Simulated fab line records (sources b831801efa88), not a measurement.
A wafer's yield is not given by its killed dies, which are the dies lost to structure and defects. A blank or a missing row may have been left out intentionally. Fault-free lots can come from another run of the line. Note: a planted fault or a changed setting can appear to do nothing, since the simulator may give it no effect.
fab line records    flow sky130
record lots=5  wafers=15  last_day=50
route steps=708 shown PWDE@55 NWELL@56
lots that met no fault: taken from a fault-free run of the same line
start_h: the number of hours between the record's first day and the start of the first shown wafer of the lot    wait_h: hours from the lot's prior step to this one    " as in the row above    L1.1+2: one row covering several wafers at once    - no value, or no start given    * or withheld: withheld    < > ~ a bound
route shown NAME@n: names a module that has steps shown in the file, with the first one's number in the route    usual: mean/standard deviation taken from wafers without a fault    same: alike in all rows    chamber/n: place in a boat    sites: readings site by site    _std_site: how widely they spread, as a standard deviation    _edge_site: outer sites' mean less inner sites'    radius_mm: for every site, how far away it sits from the centre of the wafer    mask NAME#n: copy n    behind: the tool/chamber that last shaped the wafer    hold: what put the lot on hold/how long, in hours/how the hold closed    device: whichever transistor did not switch (one of n, p or np)    end of line: tests run on the same wafers once the route is complete    a step without rows: its recipe alone    killed: dies lost to structure and defects at the first sort, not the wafer's yield    map: the dies of a wafer, with x for killed, . for not killed, _ for no die there
set.NAME: the setting as run; set.NAME@STEP: as run at that earlier step    model.NAME: the simulator's own value behind a step, which no gauge read
lots seen at some steps along the route; tables by step, rows by wafer
services: a tool's chamber out of use, with start hour (start_h, from the record's first day; less than 0 if before it), hours out, and reason
## steps
# step SKY_PWDE_TW_MEAS_10
# usual PWDE_TW=372/3.1
lot.wafer  tool           chamber  start_h  wait_h  PWDE_TW
L238.3     film_metro-04  -        91.32    0.1     375
L238.4     "              -        "        "       375
L238.6     "              -        "        "       377
L241.4     film_metro-04  -        101.83   0.1     376
L241.5     "              -        "        "       376
L241.6     "              -        "        "       378
L253.2     film_metro-04  -        177.69   0.1     377
L253.3     "              -        "        "       377
L253.6     "              -        "        "       380
L255.1     film_metro-01  -        185.04   0.1     368
L255.4     "              -        "        "       372
L255.5     "              -        "        "       370
L258.4     film_metro-01  -        198.32   0.1     369
L258.5     "              -        "        "       369
L258.6     "              -        "        "       370
# step SKY_NWELL_DEHYDRATE_03
# recipe temp_c=200  time_s=60
# step SKY_NWELL_HMDS_04
# recipe prime_time_s=60  prime_temp_c=120
# step SKY_NWELL_COAT_05
# recipe spin_rpm=2000  resist_thk_nm=3000
# step SKY_NWELL_SOFTBAKE_06
# recipe temp_c=110  time_s=withheld
# step SKY_NWELL_EXPOSE_07
# recipe mask_id=NWM  na=0.6  source_shape=conventional  sigma_outer=0.6  polarization=unpolarized  target_cd_nm=840  dose_mj=255
# step SKY_NWELL_PEB_08
# recipe temp_c=115  time_s=withheld
# step SKY_NWELL_DEVELOP_09
# recipe wall_angle_deg=90  developer=TMAH  develop_time_s=60  dev_temp_c=23
# step SKY_NWELL_OVL_MEAS_10
# usual NWELL_00_OVL=0.2/1.3
lot.wafer  tool        chamber  start_h  wait_h  NWELL_00_OVL[nm]
L238.3     overlay-02  -        109.42   -       -2.1
L238.4     "           -        "        "       -1.0
L238.6     "           -        "        "       -2.1
L241.4     overlay-01  -        119.97   -       1.0
L241.5     "           -        "        "       1.0
L241.6     "           -        "        "       0.9
L253.2     overlay-01  -        199.46   -       0.0
L253.3     "           -        "        "       0.0
L253.6     "           -        "        "       0.1
L255.1     overlay-01  -        206.20   -       0.1
L255.4     "           -        "        "       -2.4
L255.5     "           -        "        "       -1.8
L258.4     overlay-01  -        220.62   -       1.4
L258.5     "           -        "        "       3.0
L258.6     "           -        "        "       3.3
# step SKY_NWELL_IMPLANT_11
# recipe species=P  energy_kev=400  dose_cm2=1.9e+13  tilt_deg=withheld
# step SKY_NWELL_IMPLANT_12
# recipe species=P  energy_kev=120  dose_cm2=1.3e+12  tilt_deg=withheld
# step SKY_NWELL_IMPLANT_13
# recipe species=P  energy_kev=50  dose_cm2=7e+11  tilt_deg=withheld
# step SKY_NWELL_STRIP_14
# recipe chemistry=O2/N2  power_w=1400  pressure_mtorr=1500  platen_temp_c=withheld  o2_flow_sccm=3000  n2_flow_sccm=300  overash_fraction=0.5
# usual drypump_motor_current_A=5.9/0.47  oes_product_au=0.722/0.005  strip_time_to_endpoint_s=36.93/0.11
lot.wafer  tool             chamber  start_h  wait_h  drypump_motor_current_A  oes_product_au  rf_hours_counter_h  strip_time_to_endpoint_s  model.coat_of_NWELL_COAT_05.thk_nm
L238.3     plasma_asher-01  0        109.92   0.1     6.2                      0.717           -                   36.92                     0
L238.4     "                1        "        "       6.7                      0.724           -                   36.93                     0
L238.6     "                0        "        "       6.1                      0.719           -                   36.94                     0
L241.4     plasma_asher-04  0        120.48   0.1     6.0                      0.948           -                   -                         791.8
L241.5     "                0        "        "       6.0                      0.958           -                   -                         795.8
L241.6     "                1        "        "       5.3                      0.961           -                   -                         791.5
L253.2     plasma_asher-04  0        199.94   0.1     6.0                      0.723           38                  36.82                     0
L253.3     "                0        "        "       6.0                      0.723           -                   36.87                     0
L253.6     "                0        "        "       6.0                      0.732           -                   36.83                     0
L255.1     plasma_asher-03  0        206.69   0.1     5.8                      0.716           9                   36.85                     0
L255.4     "                1        "        "       5.7                      0.716           -                   36.77                     0
L255.5     "                1        "        "       5.7                      0.718           -                   36.80                     0
L258.4     plasma_asher-04  1        221.12   0.1     5.3                      0.720           -                   36.84                     0
L258.5     "                0        "        "       6.0                      0.733           -                   36.82                     0
L258.6     "                1        "        "       5.3                      0.711           -                   36.85                     0
# step SKY_NWELL_TW_MEAS_15
# usual NWELL_TW=1806/12
lot.wafer  tool           chamber  start_h  wait_h  NWELL_TW
L238.3     film_metro-01  -        110.01   0.1     1794
L238.4     "              -        "        "       1803
L238.6     "              -        "        "       1800
L241.4     film_metro-04  -        120.57   0.1     1834
L241.5     "              -        "        "       1836
L241.6     "              -        "        "       1841
L253.2     film_metro-01  -        200.05   0.1     1799
L253.3     "              -        "        "       1806
L253.6     "              -        "        "       1792
L255.1     film_metro-01  -        206.79   0.1     1808
L255.4     "              -        "        "       1807
L255.5     "              -        "        "       1803
L258.4     film_metro-02  -        221.22   0.1     1813
L258.5     "              -        "        "       1811
L258.6     "              -        "        "       1806
# step SKY_NWELL_DEHYDRATE_16
# recipe temp_c=200  time_s=60
# step SKY_NWELL_HMDS_17
# recipe prime_time_s=60  prime_temp_c=120
# step SKY_NWELL_COAT_18
# recipe spin_rpm=2000  resist_thk_nm=3000
# step SKY_NWELL_SOFTBAKE_19
# recipe temp_c=110  time_s=withheld
# step SKY_NWELL_EXPOSE_20
# recipe mask_id=NWM_COMPLEMENT  na=0.6  source_shape=conventional  sigma_outer=0.6  polarization=unpolarized  target_cd_nm=840  dose_mj=260
# step SKY_NWELL_PEB_21
# recipe temp_c=115  time_s=withheld
# step SKY_NWELL_DEVELOP_22
# recipe wall_angle_deg=90  developer=TMAH  develop_time_s=60  dev_temp_c=23
# step SKY_NWELL_OVL_MEAS_23
# usual NWELL_01_OVL=-0.4/1.4
lot.wafer  tool        chamber  start_h  wait_h  NWELL_01_OVL[nm]
L238.3     overlay-02  -        128.01   -       -1.6
L238.4     "           -        "        "       -2.0
L238.6     "           -        "        "       -0.7
L241.4     overlay-01  -        139.27   -       0.6
L241.5     "           -        "        "       0.1
L241.6     "           -        "        "       1.5
L253.2     overlay-02  -        222.76   -       -0.9
L253.3     "           -        "        "       -2.7
L253.6     "           -        "        "       -0.6
L255.1     overlay-01  -        229.50   -       -0.8
L255.4     "           -        "        "       0.3
L255.5     "           -        "        "       -1.2
L258.4     overlay-01  -        244.37   -       -0.4
L258.5     "           -        "        "       -1.3
L258.6     "           -        "        "       2.1
# step SKY_NWELL_IMPLANT_24
# recipe species=B  energy_kev=140  dose_cm2=9.2e+12  tilt_deg=withheld
# step SKY_NWELL_STRIP_25
# recipe chemistry=O2/N2  power_w=1400  pressure_mtorr=1500  platen_temp_c=withheld  o2_flow_sccm=3000  n2_flow_sccm=300  overash_fraction=0.5
# usual drypump_motor_current_A=6.0/0.45  oes_product_au=0.723/0.0041  strip_time_to_endpoint_s=36.94/0.088
lot.wafer  tool             chamber  start_h  wait_h  drypump_motor_current_A  oes_product_au  rf_hours_counter_h  strip_time_to_endpoint_s
L238.3     plasma_asher-04  1        128.22   0.1     5.3                      0.720           -                   36.79
L238.4     "                0        "        "       6.0                      0.728           -                   36.74
L238.6     "                1        "        "       5.3                      0.718           -                   36.80
L241.4     plasma_asher-01  0        139.47   0.1     6.1                      0.735           -                   48.61
L241.5     "                0        "        "       6.1                      0.723           -                   48.66
L241.6     "                1        "        "       6.7                      0.728           -                   48.70
L253.2     plasma_asher-01  1        222.94   0.1     6.7                      0.720           56                  36.94
L253.3     "                1        "        "       6.7                      0.728           -                   36.93
L253.6     "                0        "        "       6.1                      0.720           -                   37.03
L255.1     plasma_asher-04  1        229.68   0.1     5.3                      0.727           41                  36.81
L255.4     "                0        "        "       6.0                      0.731           -                   36.79
L255.5     "                1        "        "       5.3                      0.723           -                   36.85
L258.4     plasma_asher-01  1        244.57   0.1     6.6                      0.721           -                   36.88
L258.5     "                0        "        "       6.1                      0.712           -                   36.87
L258.6     "                1        "        "       6.7                      0.731           -                   36.92
# step SKY_NWELL_TW_MEAS_26
# usual NWELL_2_TW=495/4.7
lot.wafer  tool           chamber  start_h  wait_h  NWELL_2_TW
L238.3     film_metro-01  -        128.30   0.1     490
L238.4     "              -        "        "       492
L238.6     "              -        "        "       489
L241.4     film_metro-01  -        139.57   0.1     31
L241.5     "              -        "        "       30
L241.6     "              -        "        "       31
L253.2     film_metro-01  -        223.05   0.1     492
L253.3     "              -        "        "       489
L253.6     "              -        "        "       491
L255.1     film_metro-02  -        229.78   0.1     491
L255.4     "              -        "        "       493
L255.5     "              -        "        "       495
L258.4     film_metro-04  -        244.67   0.1     506
L258.5     "              -        "        "       503
L258.6     "              -        "        "       502
# step SKY_NWELL_CLEAN_27
# recipe chemistry=SC1/SC2  mix=1:4:20  temp_c=70  time_s=150  dry=n2_spin
## services
tool             chamber  start_h  hours  kind
plasma_asher-03  -        108.75   9.0    pm
plasma_asher-03  0        108.75   9.0    vent_cycle
plasma_asher-03  1        108.75   9.0    vent_cycle
plasma_asher-03  0        117.75   -      clean
plasma_asher-03  1        117.75   -      clean
plasma_asher-03  -        220.70   3.4    repair
## key
first_sign step=SKY_NWELL_STRIP_14  reading=oes_product_au  direction=up  sigmas=47  usual=0.722  struck=0.955
effect step=SKY_NWELL_STRIP_25  reading=strip_time_to_endpoint_s  direction=up  sigmas=99+  usual=*  struck=*
effect step=SKY_NWELL_TW_MEAS_26  reading=NWELL_2_TW  direction=down  sigmas=98  usual=495  struck=31
model_effect step=SKY_NWELL_STRIP_14  value=coat_of_NWELL_COAT_05.thk_nm  without=0  struck=793.1
met_at SKY_NWELL_STRIP_14
struck_wafers L241.4,L241.5,L241.6
sort_left_out L241.4,L241.5,L241.6
tester_left_out L241
fault kind=strip_aborted  tool=plasma_asher-04  chamber=-  onset_h=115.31  steps=SKY_NWELL_STRIP_14  offset=0.54552  end_h=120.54
# tester_left_out: of these lots the tester's yield and bins aren't shown, on N5 and GAA mostly nor the transistor test; their killed dies are dies lost to structure and defects alone, not to doping, threshold or leakage, so they don't give the yield
# sort_left_out: the simulated sort isn't trusted on such a fault, so these wafers' sort isn't shown, and their yield isn't known
